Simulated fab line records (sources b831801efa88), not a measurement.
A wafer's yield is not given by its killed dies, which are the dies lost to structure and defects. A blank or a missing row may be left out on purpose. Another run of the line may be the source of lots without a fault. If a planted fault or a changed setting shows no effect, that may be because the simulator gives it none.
8D (eight disciplines) problem report, filled in by code || flow sky130 || the parts of the form that need people (team, actions taken, sign-off) are left out

## 1. PROBLEM STATEMENT
LI_CONTACT_HDPCVD_THK at SKY_LI_CONTACT_THK_MEAS_01 reads a mean of 435 nm on 3 wafers of 3 lots; wafers without a fault read 929 nm with a standard deviation of 7.7. That puts it -64 standard deviations away from the usual mean.
The first sign was on wafer L253.4 at day 28 21:37, on film metro-04. The record has a number at this step for 32 wafers belonging to 11 lots. The rule behind "out" and "out of limits": a value lying over 4 standard deviations away from the usual mean. Any other wafer with a number is counted as sound.

## 2. WHAT IT IS, WHAT IT ISN'T
{"question": "which readings at this step", "is": "LI_CONTACT_HDPCVD_THK", "is not": "-"}
{"question": "which lots", "is": "L253, L254, L255", "is not": "L263, L266, L267, L269, L270, L271, L272, L273"}
{"question": "which wafers of those lots", "is": "L253.4, L254.4, L255.4", "is not": "L253.1, L254.2, L254.3, L255.1, L255.5"}
{"question": "read on which gauges", "is": "film metro-02, film metro-04", "is not": "film metro-03"}
{"question": "when", "is": "from day 28 21:37", "is not": "up to then (1 sound wafer); but 28 sound wafers of L254, L255, L263, L266, L267, L269, L270, L271, L272, L273 came after"}

## 3. SUSPECTS, AND WHAT RULES EACH OUT
Counting: any tool at a process step up to the reading remains a suspect provided it ran every lot that is out. Sound lots after the first of them don't rule it out here, since some wafers of a struck lot are sound.
- the gauge at SKY_LI_CONTACT_THK_MEAS_01 is ruled out. The wafers that are out were read on 2 gauges (film metro-02, film metro-04).
- hdpcvd-02 at SKY_LI_CONTACT_HDPCVD_00 (deposits PSG, target thk 930 nm, time 155 s): kept. It ran every lot that is out, first L253 (day 28 21:30).
The count leaves hdpcvd-02 at SKY_LI_CONTACT_HDPCVD_00.

## 4. THE CAUSE (what the simulator had put in)
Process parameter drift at SKY_LI_CONTACT_HDPCVD_00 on hdpcvd-02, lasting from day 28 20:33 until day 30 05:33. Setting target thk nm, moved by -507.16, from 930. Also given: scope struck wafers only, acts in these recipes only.
Counting left only this tool.

## 5. THE CHAIN OF EFFECTS, in route order
Each row: a reading where the mean over the struck wafers with a number is more than 3 standard deviations away from the usual. Only readings for which the record gives a usual standard deviation are gone through. hours: the time from each lot's start at the first step in this table that gives one to its start at this step, as a median over the lots. sigmas: the change in usual standard deviations.
{"hours": 0, "step": "SKY_LI_CONTACT_THK_MEAS_01", "reading": "LI_CONTACT_HDPCVD_THK", "usual": "929 nm", "on struck wafers": 435, "change": -494, "sigmas": -64}
{"hours": 0, "step": "SKY_LI_CONTACT_CMP_02", "reading": "time to endpoint s", "usual": "33.7 s", "on struck wafers": 15.0, "change": -18.7, "sigmas": -7.8}
{"hours": 29, "step": "SKY_LI_CONTACT_ETCH_15", "reading": "oes product au", "usual": "0.837 a.u.", "on struck wafers": 0.712, "change": -0.125, "sigmas": -27}
Here are the process steps it includes:
- SKY_LI_CONTACT_CMP_02: polishes PSG.
- SKY_LI_CONTACT_ETCH_15: etches PSG in C4F8/O2/Ar, stops on Si, target depth 600 nm.

## 6. WHAT WOULD HAVE CAUGHT IT SOONER
In this record the first reading out of limits at a measuring or inspecting step was taken at day 28 21:37, 1 hour after the fault began at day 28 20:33.
L254, L255, from the lots that are out (3), started SKY_LI_CONTACT_HDPCVD_00 on hdpcvd-02 later than day 28 21:37. A hold on the tool at that time would have spared those 2.
